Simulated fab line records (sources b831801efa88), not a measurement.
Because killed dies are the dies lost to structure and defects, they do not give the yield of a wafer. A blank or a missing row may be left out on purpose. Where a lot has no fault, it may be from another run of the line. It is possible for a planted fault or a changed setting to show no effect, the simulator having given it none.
What tool caused it? ; flow sky130 ; 33 wafers from 11 lots sampled at 6 of the route's 708 steps

WHAT THE GAUGES READ, wafer by wafer
The record holds no reading of a measuring or inspecting step that can be judged against a usual standard deviation.

WHICH TOOL RAN EACH LOT (tool, then ch and the chambers of the sampled wafers, then the start)
lot;SKY_LOCAL_INTERCONNECT_ETCH_13;SKY_CONTACT_COAT_08;SKY_CONTACT_ETCH_16;SKY_CONTACT_STRIP_19;SKY_CONTACT_CVD_24;SKY_PAD_OPEN_PROBE_99
L260;rieMetal-01 ch 0,1, day 31 00:59;lithoTrack-04 ch 0, day 31 15:22;rieDiel-01 ch 2,3, day 32 05:47;plasmaAsher-01 ch 1, day 32 05:55;cvdW-02 ch 0,1, day 32 06:34;prober-02, day 46 06:04
L261;rieMetal-03 ch 1, day 31 09:45;lithoTrack-02 ch 0, day 32 00:46;rieDiel-01 ch 1,2,3, day 32 14:30;plasmaAsher-04 ch 0,1, day 32 14:38;cvdW-02 ch 0,1, day 32 15:32;prober-01, day 46 13:07
L266;rieMetal-03 ch 0,1, day 33 07:12;lithoTrack-04 ch 0, day 33 20:48;rieDiel-02 ch 1,2,3, day 34 10:41;plasmaAsher-02 ch 0,1, day 34 10:49;cvdW-01 ch 0,1, day 34 11:28;prober-02, day 47 22:31
L267;rieMetal-01 ch 0,1, day 33 12:12;lithoTrack-04 ch 0, day 34 02:19;rieDiel-01 ch 1,2,3, day 34 16:11;plasmaAsher-01 ch 0,1, day 34 16:19;cvdW-02 ch 0,1, day 34 16:59;prober-01, day 48 02:29
L273;rieMetal-03 ch 0,1, day 35 00:36;lithoTrack-03 ch 0, day 35 15:19;rieDiel-01 ch 0,2,3, day 36 04:59;plasmaAsher-01 ch 1, day 36 05:07;cvdW-02 ch 0,1, day 36 05:47;prober-02, day 49 03:10
L272;rieMetal-02 ch 0, day 35 03:53;lithoTrack-03 ch 0, day 35 17:38;rieDiel-04 ch 0,1,2, day 36 07:02;plasmaAsher-02 ch 0,1, day 36 07:10;cvdW-02 ch 0,1, day 36 07:52;prober-01, day 49 06:19
L274;rieMetal-02 ch 0, day 35 15:27;lithoTrack-02 ch 0, day 36 05:25;rieDiel-02 ch 0,2,3, day 36 18:47;plasmaAsher-02 ch 0,1, day 36 18:55;cvdW-02 ch 0,1, day 36 19:35;prober-02, day 49 15:13
L276;rieMetal-02 ch 0,1, day 36 05:12;lithoTrack-03 ch 0, day 36 19:20;rieDiel-02 ch 1,2, day 37 08:57;plasmaAsher-04 ch 0,1, day 37 09:05;cvdW-02 ch 0,1, day 37 09:44;prober-02, day 49 22:34
L277;rieMetal-01 ch 0,1, day 36 15:27;lithoTrack-03 ch 0, day 37 05:26;rieDiel-04 ch 1,2, day 37 19:08;plasmaAsher-01 ch 0, day 37 19:16;cvdW-01 ch 0,1, day 37 20:04;prober-01, day 50 06:19
L278;rieMetal-01 ch 0,1, day 36 21:29;lithoTrack-04 ch 0, day 37 11:30;rieDiel-02 ch 0,1,3, day 38 00:54;plasmaAsher-04 ch 0, day 38 01:02;cvdW-02 ch 0,1, day 38 01:41;prober-02, day 50 08:31
L280;rieMetal-03 ch 0,1, day 37 13:57;lithoTrack-03 ch 0, day 38 03:41;rieDiel-02 ch 0,1,3, day 38 17:12;plasmaAsher-01 ch 0,1, day 38 17:20;cvdW-02 ch 0,1, day 38 18:01;prober-02, day 50 20:34
- SKY_LOCAL_INTERCONNECT_ETCH_13: etches BARC in N2/H2, stops on SiO2, time 45.9 s, target depth 60 nm.
- SKY_CONTACT_COAT_08: resist thk 60 nm.
- SKY_CONTACT_ETCH_16: etches BARC in N2/H2, stops on SiO2, time 45.9 s, target depth 60 nm.
- SKY_CONTACT_STRIP_19: strips in O2/N2.
- SKY_CONTACT_CVD_24: deposits W, target thk 340 nm, time 102.12 s.
- SKY_PAD_OPEN_PROBE_99

WHAT THE TOOLS THEMSELVES READ (means of the sampled wafers that have a number; where no wafer has one, the mark that the record gives instead)
SKY_LOCAL_INTERCONNECT_ETCH_13. Usual: drypumpMotorCurrentA 5.5 A, standard deviation 0.58; oesProductAu 0.854 a.u., standard deviation 0.0045; throttleValvePct 13.225 %, standard deviation 0.008.
lot;tool;drypumpMotorCurrentA (A);oesProductAu (a.u.);throttleValvePct (%);flag
L260;rieMetal-01;5.2;0.852;13.225;
L261;rieMetal-03;4.8;0.855;13.226;
L266;rieMetal-03;5.2;0.855;13.227;
L267;rieMetal-01;5.7;0.855;13.236;
L273;rieMetal-03;5.2;0.852;13.230;
L272;rieMetal-02;5.4;0.853;13.224;
L274;rieMetal-02;5.4;0.859;13.221;
L276;rieMetal-02;5.5;0.853;13.231;
L277;rieMetal-01;5.2;0.853;13.223;
L278;rieMetal-01;5.2;0.856;13.223;
L280;rieMetal-03;5.5;0.853;13.229;

SKY_CONTACT_COAT_08. Usual: spinSpeedRpm reads 3000.2 rpm (standard deviation 1.9).
lot;tool;spinSpeedRpm (rpm);flag
L260;lithoTrack-04;3000.9;
L261;lithoTrack-02;3001.1;
L266;lithoTrack-04;3263.8;OFF
L267;lithoTrack-04;3266.7;OFF
L273;lithoTrack-03;3001.7;
L272;lithoTrack-03;3002.1;
L274;lithoTrack-02;2998.8;
L276;lithoTrack-03;3000.4;
L277;lithoTrack-03;3000.3;
L278;lithoTrack-04;3000.4;
L280;lithoTrack-03;2998.5;

SKY_CONTACT_ETCH_16. Usual: drypumpMotorCurrentA 5.9 A, standard deviation 0.37; oesProductAu 0.855 a.u., standard deviation 0.0046; throttleValvePct 13.224 %, standard deviation 0.0087.
lot;tool;drypumpMotorCurrentA (A);oesProductAu (a.u.);throttleValvePct (%);flag
L260;rieDiel-01;5.9;0.857;13.222;
L261;rieDiel-01;5.8;0.857;13.220;
L266;rieDiel-02;5.7;0.834;13.213;OFF
L267;rieDiel-01;5.8;0.836;13.231;OFF
L273;rieDiel-01;5.8;0.853;13.225;
L272;rieDiel-04;6.1;0.854;13.225;
L274;rieDiel-02;6.0;0.856;13.225;
L276;rieDiel-02;5.8;0.856;13.220;
L277;rieDiel-04;6.0;0.855;13.222;
L278;rieDiel-02;5.7;0.855;13.232;
L280;rieDiel-02;5.7;0.857;13.227;

SKY_CONTACT_STRIP_19. Usual: drypumpMotorCurrentA 6.0 A, standard deviation 0.38; oesProductAu 0.381 a.u., standard deviation 0.0047; stripTimeToEndpointS 3.626 s, standard deviation 0.025.
lot;tool;drypumpMotorCurrentA (A);oesProductAu (a.u.);stripTimeToEndpointS (s);flag
L260;plasmaAsher-01;6.1;0.383;3.657;
L261;plasmaAsher-04;5.5;0.385;3.632;
L266;plasmaAsher-02;6.0;0.381;3.609;
L267;plasmaAsher-01;6.2;0.383;3.600;
L273;plasmaAsher-01;6.1;0.382;3.629;
L272;plasmaAsher-02;6.0;0.381;3.605;
L274;plasmaAsher-02;5.8;0.382;3.646;
L276;plasmaAsher-04;5.7;0.382;3.627;
L277;plasmaAsher-01;6.6;0.379;3.626;
L278;plasmaAsher-04;5.4;0.379;3.607;
L280;plasmaAsher-01;6.4;0.385;3.645;

SKY_CONTACT_CVD_24. Usual: heaterPowerOuterW 522 W, standard deviation 39; heaterPowerW 863 W, standard deviation 64.
lot;tool;heaterPowerOuterW (W);heaterPowerW (W);flag
L260;cvdW-02;550;895;
L261;cvdW-02;549;872;
L266;cvdW-01;493;813;
L267;cvdW-02;533;921;
L273;cvdW-02;546;891;
L272;cvdW-02;551;896;
L274;cvdW-02;536;905;
L276;cvdW-02;557;906;
L277;cvdW-01;495;796;
L278;cvdW-02;545;921;
L280;cvdW-02;552;888;

SKY_PAD_OPEN_PROBE_99. Usual: killed_at_M0_to_M3 43, standard deviation 6.5; killed_at_M4_up 3.2, standard deviation 1.8; killedAtContacts 24, standard deviation 5.2; killedAtFrontEnd 15, standard deviation 4; killedAtOther 0.4, standard deviation 0.69; killedDies 86, standard deviation 8.7; killedOnRim 17, standard deviation 3.7; killedOpen 47, standard deviation 7; killedShort 39, standard deviation 5.7.
lot;tool;killed_at_M0_to_M3;killed_at_M4_up;killedAtContacts;killedAtFrontEnd;killedAtOther;killedDies;killedOnRim;killedOpen;killedShort;flag
L260;prober-02;45;3.3;24;14;0.0;86;17;48;38;
L261;prober-01;38;3.0;23;17;0.0;81;14;46;34;
L266;prober-02;47;3.3;27;18;1.7;96;21;53;42;
L267;prober-01;46;2.3;20;15;0.0;83;16;41;42;
L273;prober-02;45;1.3;23;15;0.0;85;16;49;36;
L272;prober-01;42;2.0;30;15;0.7;90;18;52;36;
L274;prober-02;43;3.0;23;18;0.3;87;17;43;44;
L276;prober-02;42;2.7;24;16;0.0;85;15;51;34;
L277;prober-01;45;4.3;26;12;0.0;88;15;44;44;
L278;prober-02;46;4.0;23;17;0.3;91;17;50;41;
L280;prober-02;51;6.3;30;13;0.3;100;15;58;40;

THE ANSWER, worked out from the rows above alone
Rule: lot off if the mean of its wafers having a number is beyond 3 standard deviations from the usual mean. Also off: a lot with no number at a reading for which 4 or more lots have one. Where the step has rows for the other lots, those lots are counted as sound. The gauges are gone through in route order, then the tools' own readings, and for those a lot's mean is taken as printed above. The first step at which some lot is off is used, and at that step the reading that is off furthest; a lot without a number counts as furthest.
Off, at SKY_CONTACT_COAT_08 on spinSpeedRpm: L266, L267.
A tool fits if, at that step or a process step before it, it ran every lot that is off, and no sound lot after the first of them. Of those tried, none fits.

WHAT THE SIMULATOR HAD PUT IN
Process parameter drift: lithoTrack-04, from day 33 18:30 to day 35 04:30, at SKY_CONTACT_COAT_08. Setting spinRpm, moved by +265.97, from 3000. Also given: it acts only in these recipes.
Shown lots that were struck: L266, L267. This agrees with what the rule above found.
